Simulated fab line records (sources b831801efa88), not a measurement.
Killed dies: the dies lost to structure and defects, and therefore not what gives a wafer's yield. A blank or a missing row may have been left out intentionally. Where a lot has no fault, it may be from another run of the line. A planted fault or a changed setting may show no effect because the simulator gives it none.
Struck lot and sound lot, side by side    flow sfqLine    28 out of 325 route steps
Sound: these wafers, L125.2, L125.4, L125.6. Struck: wafer L136.3 (left out: L136.1, L136.2 of the same lot, which were not struck); the cause appears at the end.
For every step that has rows: the tool of each side, followed by ch and its chambers, followed by its first start. Under that, the readings that differ: sound wafers    struck wafers    difference of the means    sigmas: that difference in standard deviations of wafers without a fault.
alike: a reading whose means differ by less than 2 such deviations, as well as words and numbers matching on both sides. not compared: withheld readings; readings where some wafer has no value; bounds like >300 that might hide an equal value; numbers whose values overlap and for which the record gives no deviation.
A row with sigmas, a row that says differs or no value, or rows on one side alone: a step with any of these is where the two part. Numbers that have no deviation but don't overlap get no sigmas and don't part them. A reading that every wafer of one side lacks parts them only if that side has two wafers or more.

first, 6 steps without rows for these wafers: SFQ_TRILAYER_M6_LITHO_COAT_164 (resist thk 62 nm); SFQ_TRILAYER_M6_LITHO_COAT_159 (resist thk 600 nm); SFQ_TRILAYER_M6_LITHO_SOFTBAKE_163; SFQ_TRILAYER_M6_LITHO_EXPOSE_160 (exposes mask M6, target cd 500 nm); SFQ_TRILAYER_M6_LITHO_PEB_162 (peb time 60 s); SFQ_TRILAYER_M6_LITHO_DEVELOP_161 (time 60 s).
SFQ_M6_OVL_MEAS_940:
  sound on overlay-02, day 75 23:28; struck on overlay-01, day 77 04:16
  alike: M6_OVL
then, 2 steps without rows for these wafers: SFQ_TRILAYER_M6_BARC_OPEN_METAL_ETCH_206 (etches BARC in O2, target depth 125 nm, time 41.7 s); SFQ_TRILAYER_M6_ETCH_METAL_ETCH_162 (etches Nb in Cl2/Ar, stops on SiO2, target depth 240 nm, time 120 s).
SFQ_TRILAYER_M6_STRIP_STRIP_163: strips in O2.
  sound on rieMetal-02 ch 1, day 75 23:41; struck on rieMetal-04 ch 1, day 77 04:40
reading              sound              struck  difference  sigmas
oesProductAu (a.u.)  1.022 1.012 1.008  0.990   -0.024      -3
  alike: drypumpMotorCurrentA
  not compared: rfHoursCounterH
then, 1 step without rows for these wafers: SFQ_TRILAYER_M6_STRIP_SOLV_CLEAN_164 (cleans in NMP, time 600 s).
SFQ_TRILAYER_I6_DEP_PECVD_165: deposits SiO2 from SiH4/N2O, time 111.11 s, target thk 500 nm.
  sound on pecvd-03 ch 0,2, day 76 00:27; struck on pecvd-03 ch 1, day 77 06:04
  alike: heaterPowerW, throttleValvePct
SFQ_TRILAYER_I6_CMP_CMP_166: polishes SiO2.
  sound on cmp-02 ch 2,3, day 76 06:05; struck on cmp-01 ch 0, day 77 20:21
reading                                             sound              struck  difference  sigmas
timeToEndpointS (s)                                 206 214 216        197     -15         -2
model.SiO2_of_TRILAYER_I6_DEP_PECVD_165.thkNm (nm)  199.3 197.7 199.5  220.8   +22.0       
  alike: edgeZonePressureFrac, motorCurrentA, slurryFlowMlMin
SFQ_I6_BOW_MEAS_941:
  sound on filmMetro-01, day 76 08:37; struck on filmMetro-01, day 77 21:51
  alike: I6_BOW
SFQ_TRILAYER_I6_METRO_MEASURE_167:
  sound on filmMetro-01, day 76 08:55; struck on filmMetro-01, day 77 21:58
reading     sound              struck  difference  sigmas
thkNm (nm)  199.4 197.5 199.6  220.8   +22.0       +24
then, 6 steps without rows for these wafers: SFQ_TRILAYER_I6_VIA_LITHO_COAT_174 (resist thk 62 nm); SFQ_TRILAYER_I6_VIA_LITHO_COAT_169 (resist thk 650 nm); SFQ_TRILAYER_I6_VIA_LITHO_SOFTBAKE_173; SFQ_TRILAYER_I6_VIA_LITHO_EXPOSE_170 (exposes mask I6, target cd 700 nm); SFQ_TRILAYER_I6_VIA_LITHO_PEB_172 (peb time 60 s); SFQ_TRILAYER_I6_VIA_LITHO_DEVELOP_171 (time 60 s).
SFQ_I6_OVL_MEAS_942:
  sound on overlay-01, day 76 14:25; struck on overlay-02, day 78 02:01
  alike: I6_OVL
SFQ_TRILAYER_I6_VIA_BARC_OPEN_VIA_ETCH_235: etches BARC in O2, target depth 125 nm, time 41.7 s.
  sound on rieDiel-01 ch 0,1,2, day 76 14:26; struck on rieDiel-01 ch 3, day 78 02:03
reading              sound              struck  difference  sigmas
oesProductAu (a.u.)  0.689 0.698 0.691  0.673   -0.020      -4
  alike: drypumpMotorCurrentA
  not compared: rfHoursCounterH
SFQ_TRILAYER_I6_VIA_ETCH_VIA_ETCH_172: etches SiO2 in CHF3, stops on Nb, target depth 260 nm.
  sound on rieDiel-01 ch 0,1,2, day 76 14:29; struck on rieDiel-01 ch 3, day 78 02:05
reading                       sound              struck  difference  sigmas
oesProductAu (a.u.)           0.843 0.852 0.861  0.898   +0.046      +9
model.etch.depthNm (nm)       199.3 197.7 199.5  220.8   +22.0       
model.I6.featureDepthNm (nm)  199.3 197.7 199.5  220.8   +22.0       
  alike: drypumpMotorCurrentA
SFQ_TRILAYER_I6_VIA_STRIP_STRIP_173: strips in O2.
  sound on rieMetal-02 ch 1, day 76 14:36; struck on rieMetal-04 ch 0, day 78 02:13
reading                   sound           struck  difference  sigmas
drypumpMotorCurrentA (A)  5.41 5.41 5.39  5.79    +0.39       +2
  alike: oesProductAu
  not compared: rfHoursCounterH
then, 1 step without rows for these wafers: SFQ_TRILAYER_I6_VIA_STRIP_SOLV_CLEAN_174 (cleans in NMP, time 600 s).
SFQ_TRILAYER_M7_DEP_PRE_CLEAN_176: time 22.5 s.
  sound on pvdSputter-05, day 76 15:22; struck on pvdSputter-05, day 78 03:35
reading                                             sound            struck  difference  sigmas
model.SiO2_of_TRILAYER_I6_DEP_PECVD_165.thkNm (nm)  191.8 190.2 192  213.3   +22.0       
SFQ_TRILAYER_M7_DEP_SPUTTER_175: material Nb, target thk 200 nm, time 133.3 s.
  sound on pvdSputter-05, day 76 15:24; struck on pvdSputter-05, day 78 03:37
  alike: chamberPressurePa, throttleValvePct

WHERE THEY PART
First at SFQ_TRILAYER_M6_STRIP_STRIP_163; last, within this record, at SFQ_TRILAYER_I6_VIA_STRIP_STRIP_173. Later steps at which nothing parts them and some readings are alike: SFQ_TRILAYER_M7_DEP_SPUTTER_175.

WHY: the cause the simulator had injected
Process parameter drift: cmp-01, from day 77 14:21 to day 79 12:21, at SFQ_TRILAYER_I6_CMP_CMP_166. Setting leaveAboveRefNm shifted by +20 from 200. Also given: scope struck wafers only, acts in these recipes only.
